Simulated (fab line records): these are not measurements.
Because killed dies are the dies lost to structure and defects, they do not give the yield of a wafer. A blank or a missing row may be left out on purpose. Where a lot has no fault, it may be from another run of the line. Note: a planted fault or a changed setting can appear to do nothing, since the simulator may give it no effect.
Lot-split experiment	flow sky130	route with 708 steps; 5 lots, 23 wafers read

## ON THE SPLIT
At SKY_POLY_GATE_COAT_07 (resist thk 110 nm), the setting spin_rpm was moved away from the recipe's 3000 rpm on 7 of the 23 wafers read, by -6.6% to +5.6%. The other wafers ran this setting at the recipe's value.

The split's own step is where the reading is taken.

## THE READING
BARC_of_POLY_GATE_COAT_07.thk_nm (the simulator's own value, which no gauge read), in nm, at SKY_POLY_GATE_COAT_07 (resist thk 110 nm). The file gives no usual value for it. Average 109.7 nm, standard deviation 0.31 nm, over the 16 wafers here run with the recipe.

wafer	tool, chamber at the split	spin_rpm as run, rpm	against the recipe	BARC_of_POLY_GATE_COAT_07.thk_nm, nm	against lot-mates on the recipe
L076.1	litho_track-04, 0	3000	recipe	110.1	-
L076.2	litho_track-04, 0	2803	-6.6%	113.5	+3.4
L076.3	litho_track-04, 0	3000	recipe	110	-
L076.5	litho_track-04, 0	2803	-6.6%	113.8	+3.7
L076.6	litho_track-04, 0	3000	recipe	110.2	-
L078.1	litho_track-01, 0	3000	recipe	109.6	-
L078.3	litho_track-01, 0	3000	recipe	109.1	-
L078.4	litho_track-01, 0	3167	+5.6%	106.4	-2.9
L078.5	litho_track-01, 0	3167	+5.6%	106	-3.3
L078.6	litho_track-01, 0	3167	+5.6%	106.5	-2.8
L081.4	litho_track-01, 0	3000	recipe	109.4	-
L081.6	litho_track-01, 0	3000	recipe	109.4	-
L081.5	litho_track-01, 0	3000	recipe	109.7	-
L083.1	litho_track-04, 0	2877	-4.1%	112.4	+2.5
L083.2	litho_track-04, 0	3000	recipe	109.7	-
L083.3	litho_track-04, 0	3000	recipe	109.9	-
L083.4	litho_track-04, 0	2877	-4.1%	112.5	+2.6
L083.5	litho_track-04, 0	3000	recipe	110	-
L084.1	litho_track-01, 0	3000	recipe	109.5	-
L084.2	litho_track-01, 0	3000	recipe	109.7	-
L084.4	litho_track-01, 0	3000	recipe	109.7	-
L084.3	litho_track-01, 0	3000	recipe	110.3	-
L084.5	litho_track-01, 0	3000	recipe	109.6	-

FIT RESULTS
A straight line over all 23 wafers: BARC_of_POLY_GATE_COAT_07.thk_nm changes by -0.616 nm for each +1% of spin_rpm; r = -0.99; the points scatter about the line by 0.3 nm.
The same after taking each lot's own level away (the mean of its wafers on the recipe; 23 wafers): -0.557 nm for each +1%; r = -0.99; scatter 0.22 nm.
On that fit, the largest move of spin_rpm shifts the reading by 3.7 nm.
From 109.35 to 110.10 nm: that is the span of the lots' own levels, equal to 2.4 times the standard deviation above.
So the lot-to-lot level changes the slope: the two fits differ.
Check: +3.77 nm against its lot-mates is what the line predicts for one of the wafers moved furthest among these (-6.6%) when that wafer is left out of the fit. It came out at +3.4 nm against them.

## OTHER SPLITS ON THESE WAFERS
Before the reading, these wafers also passed through other splits. Each is held against what the fit with the lots' levels taken away leaves over:
other split on the same wafers	wafers away from the commonest value	r with BARC_of_POLY_GATE_COAT_07.thk_nm (lot level and that fit taken away)
SKY_GATE_OXIDE_DEVELOP_09 develop_time_s	8	-0.39

## THE FILE'S OWN FIT
BARC_of_POLY_GATE_COAT_07.thk_nm changes by -0.563 nm for each +1% of spin_rpm, r = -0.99.
